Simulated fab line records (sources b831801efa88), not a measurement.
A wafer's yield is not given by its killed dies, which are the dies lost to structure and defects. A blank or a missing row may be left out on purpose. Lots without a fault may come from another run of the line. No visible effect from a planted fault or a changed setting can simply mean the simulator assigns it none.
fab line records ; flow sfq-line
record: lots: 13; wafers: 39; last-day: 75
route steps=325 shown M3@131 I4@164 JJ@182
lots that met no fault: from a run of the same line without faults
start-h: the number of hours between the record's first day and the start of the first shown wafer of the lot ; wait-h: hours since the lot's step before ; " as in the row above ; L1.1+2: several wafers, shown together as one row ; - no value, or no start was given ; * or withheld: withheld ; < > ~ a bound
route shown NAME@n: names a module that has steps shown in the file, with the first one's number in the route ; usual: mean/standard deviation of fault-free wafers ; same: alike in all rows ; chamber/n: place in a boat ; sites: each site's reading ; _std_site: the values' standard deviation ; _edge_site: outer sites' mean less inner sites' ; radius-mm: for every site, how far away it sits from the centre of the wafer ; mask NAME#n: copy n ; behind: tool/chamber where the wafer was last shaped ; hold: why the lot was held/for how many hours/how that ended ; device: transistor that didn't switch, given as n, p or np ; end of line: at the end of the route, the tests of the same wafers ; where a step has no rows: the recipe by itself ; killed: dies that structure and defects cost at the first sort, which is not the same as the wafer's yield ; map: a wafer's dies, x killed, . not, _ none there
set.NAME: the setting the step ran with; set.NAME@STEP: the setting that earlier step ran with ; model.NAME: the simulator's own value behind a step, which no gauge read
route steps across a sampled set of lots; one table per step, one row per wafer
services: a tool's chamber out of use, with start hour (start-h, from the record's first day; less than 0 if before it), hours out, and reason
== steps ==
step: SFQ_TRILAYER_M3_STRIP_STRIP_079
recipe: gas: O2; power-w: 200; platen-temp-c: 40; overash-fraction: 0.65; chemistry: O2; pressure-mtorr: 50
usual: drypump-motor-current-A: 5.9/0.34; oes-product-au: 0.998/0.0086
lot.wafer;tool;chamber;start-h;wait-h;drypump-motor-current-A;oes-product-au;rf-hours-counter-h
L765.3;rie-metal-04;0;653.24;0.2;6.4;0.998;-
L765.4;rie-metal-04;1;653.24;0.2;5.4;1.001;-
L765.5;rie-metal-04;1;653.24;0.2;5.4;0.995;-
L767.1;rie-metal-02;1;680.64;0.1;6.3;1.006;62
L767.2;rie-metal-02;0;680.64;0.1;5.6;1.003;89
L767.3;rie-metal-02;1;680.64;0.1;6.2;0.994;-
L768.1;rie-metal-04;0;686.44;0.1;6.4;1.001;61
L768.3;rie-metal-04;0;686.44;0.1;6.4;0.987;-
L768.6;rie-metal-04;0;686.44;0.1;6.4;0.989;-
L769.1;rie-metal-04;1;691.24;0.1;5.4;0.984;24
L769.2;rie-metal-04;0;691.24;0.1;6.4;0.994;62
L769.5;rie-metal-04;0;691.24;0.1;6.4;0.992;-
L772.3;rie-metal-04;0;712.59;0.2;6.4;1.000;-
L772.4;rie-metal-04;1;712.59;0.2;5.4;0.996;-
L772.5;rie-metal-04;0;712.59;0.2;6.4;0.996;-
L773.1;rie-metal-02;0;714.79;0.1;5.6;1.003;95
L773.2;rie-metal-02;1;714.79;0.1;6.2;0.994;68
L773.3;rie-metal-02;0;714.79;0.1;5.6;1.000;-
L776.1;rie-metal-02;0;780.82;0.1;5.6;0.988;108
L776.4;rie-metal-02;0;780.82;0.1;5.6;0.994;-
L776.5;rie-metal-02;1;780.82;0.1;6.2;1.009;-
L778.2;rie-metal-04;0;808.45;0.1;6.4;0.994;85
L778.4;rie-metal-04;0;808.45;0.1;6.4;1.006;-
L778.6;rie-metal-04;0;808.45;0.1;6.4;0.993;-
L780.1;rie-metal-04;0;819.25;0.1;6.4;0.990;87
L780.4;rie-metal-04;1;819.25;0.1;5.4;0.994;-
L780.6;rie-metal-04;1;819.25;0.1;5.4;1.009;-
L785.1;rie-metal-02;1;864.65;0.1;6.2;0.995;96
L785.3;rie-metal-02;1;864.65;0.1;6.2;0.996;-
L785.6;rie-metal-02;1;864.65;0.1;6.3;0.995;-
L786.1;rie-metal-02;1;877.53;0.1;6.2;1.003;99
L786.3;rie-metal-02;1;877.53;0.1;6.2;1.005;-
L786.6;rie-metal-02;0;877.53;0.1;5.6;0.993;-
L787.1;rie-metal-02;1;893.68;0.1;6.2;0.989;101
L787.4;rie-metal-02;1;893.68;0.1;6.2;0.995;-
L787.5;rie-metal-02;1;893.68;0.1;6.3;0.996;-
L788.1;rie-metal-03;0;908.08;0.1;5.9;1.009;27
L788.2;rie-metal-03;1;908.08;0.1;6.0;1.001;67
L788.3;rie-metal-03;1;908.08;0.1;6.0;0.999;-
step: SFQ_TRILAYER_I4_CMP_CMP_100
recipe: material: SiO2; down-force-psi: 3; platen-rpm: 60; pad-velocity-m-s: 0.94248
usual: motor-current-A: 10.6/1.1; slurry-filter-dp-kPa: 13.51/0.14; time-to-endpoint-s: 218/7.1
lot.wafer;tool;chamber;start-h;wait-h;motor-current-A;slurry-filter-dp-kPa;time-to-endpoint-s
L765.3;cmp-02;1;815.33;15.6;10.4;13.66;213
L765.4;cmp-02;2;815.33;15.6;10.7;13.45;211
L765.5;cmp-02;0;816.83;17.1;10.7;13.80;226
L767.1;cmp-01;1;838.68;13.8;9.5;13.68;207
L767.3;cmp-01;3;839.68;14.8;12.7;13.51;218
L767.2;cmp-01;0;839.68;14.8;10.4;13.68;216
L768.1;cmp-01;0;844.68;16.2;10.9;13.53;217
L768.3;cmp-01;1;844.68;16.2;10.2;13.60;214
L768.6;cmp-01;0;846.68;18.2;11.0;13.62;226
L769.2;cmp-01;0;850.68;17.4;11.1;13.38;215
L769.1;cmp-01;2;851.68;18.4;9.4;13.52;224
L769.5;cmp-01;1;853.18;19.9;9.6;13.43;214
L772.3;cmp-01;1;872.68;20.6;9.7;13.24;211
L772.4;cmp-01;2;872.68;20.6;9.4;13.52;222
L772.5;cmp-01;0;874.18;22.1;10.9;13.46;226
L773.1;cmp-02;1;874.33;21.9;10.7;13.39;206
L773.2;cmp-02;2;874.33;21.9;10.1;13.32;203
L773.3;cmp-02;3;874.33;21.9;9.5;13.56;201
L776.4;cmp-02;1;939.14;18.2;10.6;13.41;212
L776.1;cmp-02;3;940.14;19.2;9.1;13.41;202
L776.5;cmp-02;1;941.14;20.2;10.2;13.86;206
L778.2;cmp-02;3;956.64;12.9;9.1;13.51;208
L778.4;cmp-02;0;956.64;12.9;11.0;13.43;228
L778.6;cmp-02;3;958.64;14.9;9.1;13.54;221
L780.1;cmp-01;0;977.18;16.7;11.4;13.46;208
L780.4;cmp-01;2;978.18;17.6;9.1;13.46;216
L780.6;cmp-01;3;978.18;17.6;12.6;13.49;220
L785.1;cmp-02;0;1031.40;5.5;11.3;13.57;215
L785.3;cmp-02;1;1031.40;5.5;10.8;13.62;223
L785.6;cmp-02;0;1033.40;7.4;11.9;13.36;227
L786.3;cmp-01;1;1045.99;3.7;9.7;13.35;206
L786.1;cmp-01;0;1047.49;5.2;10.7;13.52;215
L786.6;cmp-01;1;1047.49;5.2;9.9;13.59;215
L787.4;cmp-01;3;1051.99;2.5;12.1;13.62;223
L787.1;cmp-01;0;1051.99;2.5;10.9;13.49;214
L787.5;cmp-01;0;1054.49;5.0;11.1;13.23;216
L788.3;cmp-01;2;1066.99;2.8;9.4;13.49;216
L788.1;cmp-01;0;1067.99;3.8;11.1;13.53;218
L788.2;cmp-01;1;1067.99;3.8;10.5;13.38;212
step: SFQ_TRILAYER_I4_VIA_BARC_OPEN_VIA_ETCH_146
recipe: mask-material: PR; chemistry: O2; target-depth-nm: 125; target: BARC; source-w: 500; bias-w: 80; pressure-mtorr: 30; time-s: 41.7
usual: drypump-motor-current-A: 5.4/0.36; oes-product-au: 0.685/0.0047
same: time-s: 41.7
lot.wafer;tool;chamber;start-h;wait-h;drypump-motor-current-A;oes-product-au;rf-hours-counter-h
L765.3;rie-diel-02;0;873.75;0.0;5.7;0.687;3
L765.4;rie-diel-02;1;873.75;0.0;5.2;0.693;14
L765.5;rie-diel-02;0;873.75;0.0;5.7;0.693;-
L767.1;rie-diel-02;2;901.90;0.0;6.0;0.687;9
L767.2;rie-diel-02;0;901.90;0.0;5.8;0.678;3
L767.3;rie-diel-02;3;901.90;0.0;6.0;0.685;13
L768.1;rie-diel-02;2;910.30;0.0;6.0;0.681;9
L768.3;rie-diel-02;0;910.30;0.0;5.8;0.680;4
L768.6;rie-diel-02;3;910.30;0.0;6.0;0.686;-
L769.1;rie-diel-01;0;913.90;0.0;5.2;0.687;1
L769.2;rie-diel-01;2;913.90;0.0;5.7;0.679;16
L769.5;rie-diel-01;1;913.90;0.0;5.1;0.687;-
L772.3;rie-diel-04;3;935.50;0.0;4.9;0.689;6
L772.4;rie-diel-04;1;935.50;0.0;5.7;0.691;7
L772.5;rie-diel-04;1;935.50;0.0;5.8;0.687;-
L773.1;rie-diel-04;2;939.10;0.0;5.3;0.685;1
L773.2;rie-diel-04;1;939.10;0.0;5.8;0.684;7
L773.3;rie-diel-04;3;939.10;0.0;4.9;0.687;6
L776.1;rie-diel-01;1;1009.54;0.0;5.2;0.689;3
L776.4;rie-diel-01;3;1009.54;0.0;5.4;0.685;13
L776.5;rie-diel-01;1;1009.54;0.0;5.1;0.686;-
L778.2;rie-diel-04;3;1029.74;0.0;4.9;0.692;8
L778.4;rie-diel-04;0;1029.74;0.0;5.0;0.689;16
L778.6;rie-diel-04;2;1029.74;0.0;5.3;0.681;-
L780.1;rie-diel-04;3;1053.29;0.0;4.9;0.684;9
L780.4;rie-diel-04;1;1053.29;0.0;5.8;0.688;9
L780.6;rie-diel-04;3;1053.29;0.0;4.9;0.686;-
L785.1;rie-diel-04;3;1112.98;0.0;4.9;0.689;10
L785.3;rie-diel-04;0;1112.98;0.0;5.0;0.689;18
L785.6;rie-diel-04;2;1112.98;0.0;5.3;0.686;-
L786.1;rie-diel-01;1;1128.58;0.0;5.1;0.686;5
L786.3;rie-diel-01;2;1128.58;0.0;5.6;0.683;20
L786.6;rie-diel-01;1;1128.58;0.0;5.1;0.691;-
L787.1;rie-diel-01;2;1139.48;0.0;5.6;0.679;20
L787.4;rie-diel-01;0;1139.48;0.0;5.2;0.696;-
L787.5;rie-diel-01;3;1139.48;0.0;5.4;0.697;-
L788.1;rie-diel-01;0;1164.92;0.0;5.2;0.681;6
L788.2;rie-diel-01;1;1164.92;0.0;5.1;0.680;6
L788.3;rie-diel-01;2;1164.92;0.0;5.6;0.680;21
step: SFQ_TRILAYER_JJ_TRILAYER_DEP_SPUTTER_112
recipe: material: Nb; base-pressure-pa: 1.33e-06; chamber-pressure-pa: 0.1333; substrate-temp-c: 20; target-thk-nm: 170; power-w: 2000; time-s: 113.3
usual: substrate-temp-c: 20.00/0.097; throttle-valve-pct: 30.2/0.85
lot.wafer;tool;chamber;start-h;wait-h;substrate-temp-c;throttle-valve-pct
L765.3;pvd-sputter-04;-;875.80;0.5;19.96;30.1
L765.4;pvd-sputter-04;-;875.80;0.5;20.13;30.9
L765.5;pvd-sputter-04;-;875.80;0.5;20.05;29.5
L767.1;pvd-sputter-06;-;903.95;0.5;20.00;32.1
L767.2;pvd-sputter-06;-;903.95;0.5;20.10;31.1
L767.3;pvd-sputter-06;-;903.95;0.5;20.04;31.3
L768.1;pvd-sputter-03;-;912.35;0.5;19.87;28.6
L768.3;pvd-sputter-03;-;912.35;0.5;20.03;30.0
L768.6;pvd-sputter-03;-;912.35;0.5;20.00;30.1
L769.1;pvd-sputter-03;-;915.95;0.5;20.08;29.7
L769.2;pvd-sputter-03;-;915.95;0.5;19.98;29.1
L769.5;pvd-sputter-03;-;915.95;0.5;19.78;29.1
L772.3;pvd-sputter-04;-;937.55;0.5;19.99;30.1
L772.4;pvd-sputter-04;-;937.55;0.5;19.78;30.0
L772.5;pvd-sputter-04;-;937.55;0.5;19.97;30.4
L773.1;pvd-sputter-03;-;941.15;0.5;20.10;29.1
L773.2;pvd-sputter-03;-;941.15;0.5;20.10;29.8
L773.3;pvd-sputter-03;-;941.15;0.5;19.89;29.9
L776.1;pvd-sputter-04;-;1011.59;0.5;20.09;30.0
L776.4;pvd-sputter-04;-;1011.59;0.5;19.99;29.8
L776.5;pvd-sputter-04;-;1011.59;0.5;19.91;29.8
L778.2;pvd-sputter-04;-;1031.79;0.5;19.96;30.1
L778.4;pvd-sputter-04;-;1031.79;0.5;20.10;29.8
L778.6;pvd-sputter-04;-;1031.79;0.5;20.08;30.9
L780.1;pvd-sputter-04;-;1055.35;0.5;19.90;29.5
L780.4;pvd-sputter-04;-;1055.35;0.5;20.13;30.1
L780.6;pvd-sputter-04;-;1055.35;0.5;19.82;29.7
L785.1;pvd-sputter-04;-;1115.04;0.5;19.93;30.4
L785.3;pvd-sputter-04;-;1115.04;0.5;19.97;29.6
L785.6;pvd-sputter-04;-;1115.04;0.5;20.07;29.7
L786.1;pvd-sputter-04;-;1130.64;0.5;20.03;29.7
L786.3;pvd-sputter-04;-;1130.64;0.5;20.08;30.7
L786.6;pvd-sputter-04;-;1130.64;0.5;19.94;30.0
L787.1;pvd-sputter-04;-;1141.54;0.5;19.87;30.5
L787.4;pvd-sputter-04;-;1141.54;0.5;20.03;29.7
L787.5;pvd-sputter-04;-;1141.54;0.5;20.12;29.9
L788.1;pvd-sputter-06;-;1166.97;0.5;19.94;31.2
L788.2;pvd-sputter-06;-;1166.97;0.5;20.10;32.3
L788.3;pvd-sputter-06;-;1166.97;0.5;19.98;31.1
step: SFQ_JJ_RS_MEAS_929
recipe: thk-meas-gauge: four-point-probe; reads: Nb_of_TRILAYER_JJ_TRILAYER_DEP_SPUTTER_112
usual: JJ_NB_RS: 1.046/0.011
lot.wafer;tool;chamber;start-h;wait-h;JJ_NB_RS[ohm/sq]
L765.3;film-metro-01;-;875.92;0.1;1.048
L765.4;film-metro-01;-;875.92;0.1;1.059
L765.5;film-metro-01;-;875.92;0.1;1.054
L767.1;film-metro-02;-;904.03;0.0;1.052
L767.2;film-metro-02;-;904.03;0.0;1.042
L767.3;film-metro-02;-;904.03;0.0;1.043
L768.1;film-metro-04;-;912.43;0.0;1.044
L768.3;film-metro-04;-;912.43;0.0;1.050
L768.6;film-metro-04;-;912.43;0.0;1.058
L769.1;film-metro-02;-;916.03;0.0;1.049
L769.2;film-metro-02;-;916.03;0.0;1.066
L769.5;film-metro-02;-;916.03;0.0;1.064
L772.3;film-metro-04;-;937.67;0.1;1.048
L772.4;film-metro-04;-;937.67;0.1;1.034
L772.5;film-metro-04;-;937.67;0.1;1.038
L773.1;film-metro-02;-;941.23;0.0;1.065
L773.2;film-metro-02;-;941.23;0.0;1.054
L773.3;film-metro-02;-;941.23;0.0;1.063
L776.1;film-metro-02;-;1011.67;0.0;1.041
L776.4;film-metro-02;-;1011.67;0.0;1.053
L776.5;film-metro-02;-;1011.67;0.0;1.048
L778.2;film-metro-02;-;1031.89;0.1;1.052
L778.4;film-metro-02;-;1031.89;0.1;1.047
L778.6;film-metro-02;-;1031.89;0.1;1.045
L780.1;film-metro-04;-;1055.43;0.0;0.900
L780.4;film-metro-04;-;1055.43;0.0;1.037
L780.6;film-metro-04;-;1055.43;0.0;0.899
L785.1;film-metro-04;-;1115.12;0.0;1.048
L785.3;film-metro-04;-;1115.12;0.0;1.052
L785.6;film-metro-04;-;1115.12;0.0;1.045
L786.1;film-metro-01;-;1130.72;0.0;1.050
L786.3;film-metro-01;-;1130.72;0.0;1.048
L786.6;film-metro-01;-;1130.72;0.0;1.047
L787.1;film-metro-01;-;1141.62;0.0;1.048
L787.4;film-metro-01;-;1141.62;0.0;1.055
L787.5;film-metro-01;-;1141.62;0.0;1.042
L788.1;film-metro-04;-;1167.05;0.0;1.070
L788.2;film-metro-04;-;1167.05;0.0;1.070
L788.3;film-metro-04;-;1167.05;0.0;1.067
== services ==
tool;chamber;start-h;hours;kind
rie-diel-04;-;653.88;0.6;repair
rie-diel-04;0;692.51;5.2;repair
rie-diel-01;3;715.52;3.6;repair
rie-diel-01;0;731.27;2.7;repair
cmp-01;-;731.94;6.2;pm
pvd-sputter-04;-;741.14;2.5;repair
cmp-01;-;750.19;4.0;pm
rie-metal-04;1;756.50;11.4;repair
cmp-01;-;766.19;6.3;pm
rie-metal-04;-;768.89;1.1;repair
rie-diel-04;0;772.96;9.5;repair
rie-diel-01;-;775.72;0.4;repair
rie-diel-01;3;781.64;6.8;repair
pvd-sputter-04;-;798.62;12.4;repair
cmp-01;-;810.10;1.6;repair
rie-metal-04;1;857.93;4.7;repair
rie-metal-02;1;915.54;1.7;repair
rie-metal-02;-;924.60;1.2;repair
pvd-sputter-04;-;961.72;7.0;repair
rie-metal-02;1;1035.46;8.2;repair
cmp-01;-;1039.54;0.4;repair
cmp-01;-;1090.99;4.0;pm
cmp-01;-;1112.99;5.3;pm
cmp-01;-;1116.78;2.6;repair
== key ==
first-sign: step: SFQ_JJ_RS_MEAS_929; reading: JJ_NB_RS; direction: down; sigmas: 13; usual: 1.046; struck: 0.899
effect none on later readings
met-at SFQ_TRILAYER_JJ_TRILAYER_DEP_SPUTTER_112
struck-lots L780
struck-wafers L780.1,L780.6
not-acting-at SFQ_TRILAYER_M3_STRIP_STRIP_079,SFQ_TRILAYER_I4_CMP_CMP_100,SFQ_TRILAYER_I4_VIA_BARC_OPEN_VIA_ETCH_146
onset-between 1031.79 1055.35
fault: kind: process-parameter-drift; tool: pvd-sputter-04; chamber: -; onset-h: 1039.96; steps: SFQ_TRILAYER_JJ_TRILAYER_DEP_SPUTTER_112; channel: time-s; offset: *; shape: step; end-h: 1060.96; acts-in: *; stated: *; scope: struck-wafers-only
